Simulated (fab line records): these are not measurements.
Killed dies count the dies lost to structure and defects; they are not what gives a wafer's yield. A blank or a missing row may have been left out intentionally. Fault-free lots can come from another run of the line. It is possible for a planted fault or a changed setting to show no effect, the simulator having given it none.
The same fault as seen by 2 desks | flow gf180mcu | numbers are kept per desk, each desk with only its own; the story behind them comes last

== THE METROLOGY DESK ==
What the gauges read, lot by lot, whatever tool the lot ran on: means of the sampled wafers that have a number. If a lot's mean is further than 4 standard deviations from the usual mean, the lot is out of limits and carries the mark OUT (the distance appears in the brackets).
Columns: A = HV_LDD_TW at GF_HV_LDD_TW_MEAS_11, usual 2414; B = cdNm at GF_HV_LDD_CD_MEAS_31, usual 400.1 nm; C = HV_LDD_CVD_56_THK at GF_HV_LDD_THK_MEAS_57, usual 89.7 nm
lot  | first seen here | A    | B     | C
L860 | day 10 02:59    | 2430 | 398.7 | 90.2
L861 | day 10 08:12    | 2400 | 402.7 | 88.2
L862 | day 10 13:20    | 2437 | 399.2 | 89.3
L865 | day 11 13:49    | 2381 | 399.6 | 89.7
L866 | day 11 19:29    | 2439 | 399.4 | 91.2
L867 | day 12 01:04    | 2420 | 401.9 | 91.6
L868 | day 12 10:31    | 2427 | 397.9 | 90.4
L869 | day 12 19:33    | 2415 | 397.3 | 134.3 (+51) OUT
L870 | day 13 01:43    | 2379 | 400.7 | 133.9 (+51) OUT
L879 | day 15 20:30    | 2430 | 400.1 | 88.7
L880 | day 16 01:43    | 2428 | 404.1 | 90.0
L881 | day 16 11:50    | 2399 | 398.3 | 90.1
L882 | day 16 18:56    | 2393 | 399.9 | 90.2
L883 | day 17 04:26    | 2422 | 397.8 | 89.6
Finding of this desk: L869, L870 out of limits, first seen on L869 at day 15 14:14 (HV_LDD_CVD_56_THK at GF_HV_LDD_THK_MEAS_57). In limits: L860, L861, L862, L865, L866, L867, L868, L879, L880, L881, L882, L883.

== DESK OF THE TOOL OWNER: lpcvd-01 ==
The tool's own readings at GF_HV_LDD_CVD_56 (deposits Si3N4 from DCS/NH3, target thk 90 nm, time 1543 s): means of the sampled wafers that have a number, for each lot that ran on this tool. If a lot's mean is further than 4 standard deviations from the usual mean, the lot is out of limits and carries the mark OUT (the distance appears in the brackets).
Columns: A = pressureMtorr at GF_HV_LDD_CVD_56, usual 250.0 mTorr
lot  | first seen here | A
L867 | day 14 16:47    | 249.4
L868 | day 15 02:30    | 250.8
L869 | day 15 12:47    | 250.1
L870 | day 15 19:29    | 249.6
L879 | day 18 20:52    | 249.9
L880 | day 19 01:25    | 250.7
L882 | day 19 21:10    | 249.8
This desk's verdict: no lot among the 7 shows anything out of limits.

== BROUGHT TOGETHER ==
On L869, L870, the metrology desk was in a position to raise an alarm at day 15 14:14.
Nothing out of limits was seen by the tool owner's desk.
The tool owner's desk has L869, L870 on record, within its limits.
The lots listed all ran GF_HV_LDD_CVD_56 on lpcvd-01.

== WHAT THE SIMULATOR HAD INSERTED ==
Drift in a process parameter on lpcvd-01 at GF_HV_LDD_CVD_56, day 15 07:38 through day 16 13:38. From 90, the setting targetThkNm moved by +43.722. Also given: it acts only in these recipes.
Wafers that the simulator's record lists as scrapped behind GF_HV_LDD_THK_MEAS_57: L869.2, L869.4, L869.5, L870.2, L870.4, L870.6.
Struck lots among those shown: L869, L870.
Hours from the fault's start to each desk's first reading out of limits: the metrology desk, 7.
